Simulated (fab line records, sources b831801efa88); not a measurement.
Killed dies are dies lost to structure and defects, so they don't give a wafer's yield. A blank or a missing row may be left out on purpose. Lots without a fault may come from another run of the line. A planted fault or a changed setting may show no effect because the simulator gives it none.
Which tool did it? | flow gf180mcu | 13 lots, 39 wafers sampled, at 5 steps of a route of 602

WHAT THE GAUGES READ, wafer by wafer
GF_V1_BOW_MEAS_05. Usual: V1_BOW 82 um, standard deviation 7.7.
lot  | measured     | on            | V1_BOW (um) | flag
L400 | day 17 04:51 | film_metro-04 | 86 86 84    |
L401 | day 17 09:17 | film_metro-01 | 83 85 91    |
L402 | day 17 18:39 | film_metro-01 | 91 93 80    |
L403 | day 18 07:56 | film_metro-04 | 73 78 80    |
L404 | day 18 08:47 | film_metro-04 | 83 95 81    |
L405 | day 18 21:37 | film_metro-01 | 84 76 95    |
L406 | day 19 07:52 | film_metro-01 | 85 71 77    |
L412 | day 22 03:41 | film_metro-01 | 73 70 74    |
L413 | day 22 09:07 | film_metro-03 | 91 71 87    |
L418 | day 23 17:29 | film_metro-03 | 79 73 84    |
L419 | day 23 23:35 | film_metro-03 | 78 60 85    |
L421 | day 24 12:20 | film_metro-04 | 86 96 70    |
L422 | day 24 18:55 | film_metro-04 | 84 79 83    |

GF_V2_THK_MEAS_03. Usual: V2_CVD_02_THK 851 nm, standard deviation 11.
lot  | measured     | on            | V2_CVD_02_THK (nm)      | flag
L400 | day 19 06:01 | film_metro-01 | 850 867 860             |
L401 | day 19 11:23 | film_metro-01 | 846 856 858             |
L402 | day 19 18:55 | film_metro-04 | 838 850 849             |
L403 | day 20 09:29 | film_metro-02 | 857 863 862             |
L404 | day 20 11:19 | film_metro-01 | 840 841 861             |
L405 | day 21 00:03 | film_metro-02 | 839 862 854             |
L406 | day 21 10:02 | film_metro-01 | 847 846 866             |
L412 | day 24 03:56 | film_metro-02 | 635 851 647 634 851 648 | OFF
L413 | day 24 08:13 | film_metro-02 | 655 865 863 655 866 864 | OFF
L418 | day 25 16:13 | film_metro-04 | 858 857 872             |
L419 | day 25 21:46 | film_metro-02 | 841 849 846             |
L421 | day 26 09:25 | film_metro-02 | 855 834 868             |
L422 | day 26 16:14 | film_metro-04 | 849 874 869             |

WHICH TOOL RAN EACH LOT (tool, then ch and the chambers of the sampled wafers, then the start)
lot  | GF_M1_STRIP_17                       | GF_V1_STRIP_18                       | GF_V2_CVD_02
L400 | plasma_asher-01 ch 0,1, day 17 03:42 | plasma_asher-03 ch 0,1, day 18 04:45 | pecvd-01 ch 0,2, day 19 05:56
L401 | plasma_asher-01 ch 0,1, day 17 08:05 | plasma_asher-03 ch 0,1, day 18 09:18 | pecvd-01 ch 0,2, day 19 11:19
L402 | plasma_asher-02 ch 0,1, day 17 17:33 | plasma_asher-01 ch 0,1, day 18 17:21 | pecvd-03 ch 0,2, day 19 18:49
L403 | plasma_asher-04 ch 0, day 18 06:48   | plasma_asher-02 ch 0,1, day 19 07:24 | pecvd-01 ch 0,1, day 20 09:24
L404 | plasma_asher-02 ch 0,1, day 18 07:41 | plasma_asher-01 ch 0,1, day 19 08:33 | pecvd-02 ch 0,1, day 20 11:13
L405 | plasma_asher-04 ch 0,1, day 18 20:08 | plasma_asher-02 ch 0,1, day 19 21:53 | pecvd-02 ch 0,1, day 20 23:58
L406 | plasma_asher-02 ch 0,1, day 19 06:44 | plasma_asher-03 ch 0,1, day 20 07:45 | pecvd-01 ch 0,1, day 21 09:58
L412 | plasma_asher-02 ch 0,1, day 22 02:33 | plasma_asher-01 ch 0,1, day 23 02:44 | pecvd-02 ch 0,1,2, day 24 03:52
L413 | plasma_asher-04 ch 0,1, day 22 07:56 | plasma_asher-01 ch 0,1, day 23 07:48 | pecvd-02 ch 0,2, day 24 08:08
L418 | plasma_asher-01 ch 0,1, day 23 16:24 | plasma_asher-01 ch 0,1, day 24 16:24 | pecvd-01 ch 0,1, day 25 16:08
L419 | plasma_asher-01 ch 0,1, day 23 22:30 | plasma_asher-02 ch 0,1, day 24 22:23 | pecvd-03 ch 0,1,2, day 25 21:42
L421 | plasma_asher-02 ch 0,1, day 24 11:12 | plasma_asher-03 ch 0,1, day 25 10:13 | pecvd-01 ch 0,1, day 26 09:20
L422 | plasma_asher-04 ch 0,1, day 24 17:47 | plasma_asher-01 ch 0,1, day 25 16:49 | pecvd-01 ch 0,1, day 26 16:09
- GF_M1_STRIP_17: strips in O2/N2.
- GF_V1_STRIP_18: strips in O2/N2.
- GF_V2_CVD_02: deposits SiO2 from TEOS, target thk 850 nm, time 94.851 s.

WHAT THE TOOLS THEMSELVES READ (means of the sampled wafers that have a number; where no wafer has one, the mark that the record gives instead)
GF_M1_STRIP_17. Usual: drypump_motor_current_A 6.0 A, standard deviation 0.31; heater_power_w 301 W, standard deviation 22; o2_flow_sccm 2999 sccm, standard deviation 9.2; oes_product_au 0.538 a.u., standard deviation 0.0051; strip_time_to_endpoint_s 7.38 s, standard deviation 0.045.
lot  | tool            | drypump_motor_current_A (A) | heater_power_w (W) | o2_flow_sccm (sccm) | oes_product_au (a.u.) | strip_time_to_endpoint_s (s) | flag
L400 | plasma_asher-01 | 6.2                         | 318                | 2995                | 0.537                 | 7.44                         |
L401 | plasma_asher-01 | 6.2                         | 315                | 3016                | 0.537                 | 7.39                         |
L402 | plasma_asher-02 | 5.8                         | 322                | 3000                | 0.535                 | 7.41                         |
L403 | plasma_asher-04 | 5.9                         | 282                | 2992                | 0.542                 | 7.38                         |
L404 | plasma_asher-02 | 5.7                         | 325                | 2996                | 0.542                 | 7.41                         |
L405 | plasma_asher-04 | 6.0                         | 283                | 2994                | 0.532                 | 7.35                         |
L406 | plasma_asher-02 | 5.8                         | 316                | 2996                | 0.542                 | 7.40                         |
L412 | plasma_asher-02 | 5.8                         | 316                | 2995                | 0.539                 | 7.37                         |
L413 | plasma_asher-04 | 6.1                         | 272                | 3007                | 0.533                 | 7.38                         |
L418 | plasma_asher-01 | 6.2                         | 315                | 2989                | 0.534                 | 7.38                         |
L419 | plasma_asher-01 | 6.2                         | 316                | 3012                | 0.538                 | 7.35                         |
L421 | plasma_asher-02 | 6.0                         | 310                | 3000                | 0.539                 | 7.42                         |
L422 | plasma_asher-04 | 6.0                         | 279                | 3002                | 0.535                 | 7.28                         |

GF_V1_STRIP_18. Usual: drypump_motor_current_A 6.11 A, standard deviation 0.3; heater_power_w 328 W, standard deviation 21; o2_flow_sccm 3000 sccm, standard deviation 8; oes_product_au 0.591 a.u., standard deviation 0.0048.
lot  | tool            | drypump_motor_current_A (A) | heater_power_w (W) | o2_flow_sccm (sccm) | oes_product_au (a.u.) | flag
L400 | plasma_asher-03 | 6.13                        | 353                | 2999                | 0.592                 |
L401 | plasma_asher-03 | 6.11                        | 345                | 3002                | 0.592                 |
L402 | plasma_asher-01 | 6.18                        | 315                | 3009                | 0.588                 |
L403 | plasma_asher-02 | 5.76                        | 314                | 2997                | 0.590                 |
L404 | plasma_asher-01 | 6.34                        | 320                | 3001                | 0.590                 |
L405 | plasma_asher-02 | 5.77                        | 313                | 3001                | 0.593                 |
L406 | plasma_asher-03 | 6.14                        | 346                | 2997                | 0.586                 |
L412 | plasma_asher-01 | 6.36                        | 320                | 2991                | 0.596                 |
L413 | plasma_asher-01 | 6.20                        | 314                | 3003                | 0.590                 |
L418 | plasma_asher-01 | 6.34                        | 314                | 3001                | 0.596                 |
L419 | plasma_asher-02 | 5.72                        | 312                | 3008                | 0.590                 |
L421 | plasma_asher-03 | 6.12                        | 346                | 3003                | 0.594                 |
L422 | plasma_asher-01 | 6.20                        | 318                | 2997                | 0.588                 |

GF_V2_CVD_02. Usual: heater_power_w 630 W, standard deviation 120.
lot  | tool     | heater_power_w (W) | flag
L400 | pecvd-01 | 587                |
L401 | pecvd-01 | 618                |
L402 | pecvd-03 | 631                |
L403 | pecvd-01 | 608                |
L404 | pecvd-02 | 777                |
L405 | pecvd-02 | 732                |
L406 | pecvd-01 | 533                |
L412 | pecvd-02 | 669                |
L413 | pecvd-02 | 665                |
L418 | pecvd-01 | 531                |
L419 | pecvd-03 | 580                |
L421 | pecvd-01 | 582                |
L422 | pecvd-01 | 587                |

THE ANSWER, worked out from the rows above alone
Rule: a lot is off if the mean of its wafers that have a number lies more than 3 standard deviations from the usual mean. A lot without any number at a reading at which 4 lots or more have one is off too. The other lots that the step has rows for count as sound. The gauges are gone through in route order, then the tools' own readings, and for those a lot's mean is taken as printed above. The first step at which some lot is off is used, and at that step the reading that is off furthest; a lot without a number counts as furthest.
Off: L412, L413, at GF_V2_THK_MEAS_03 (V2_CVD_02_THK).
A tool fits if, at a process step before that reading, it ran every lot that is off, and no sound lot after the first of them. The gauges at GF_V2_THK_MEAS_03 are tried like those tools. One fits: pecvd-02 at GF_V2_CVD_02. Its last sound lot is L405 (day 20 23:58), its first lot that is off L412 (day 24 03:52): a fault that began between those two fits.

WHAT THE SIMULATOR HAD PUT IN
Process parameter drift: pecvd-02, from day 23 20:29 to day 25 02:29, at GF_V2_CVD_02. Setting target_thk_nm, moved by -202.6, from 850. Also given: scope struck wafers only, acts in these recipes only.
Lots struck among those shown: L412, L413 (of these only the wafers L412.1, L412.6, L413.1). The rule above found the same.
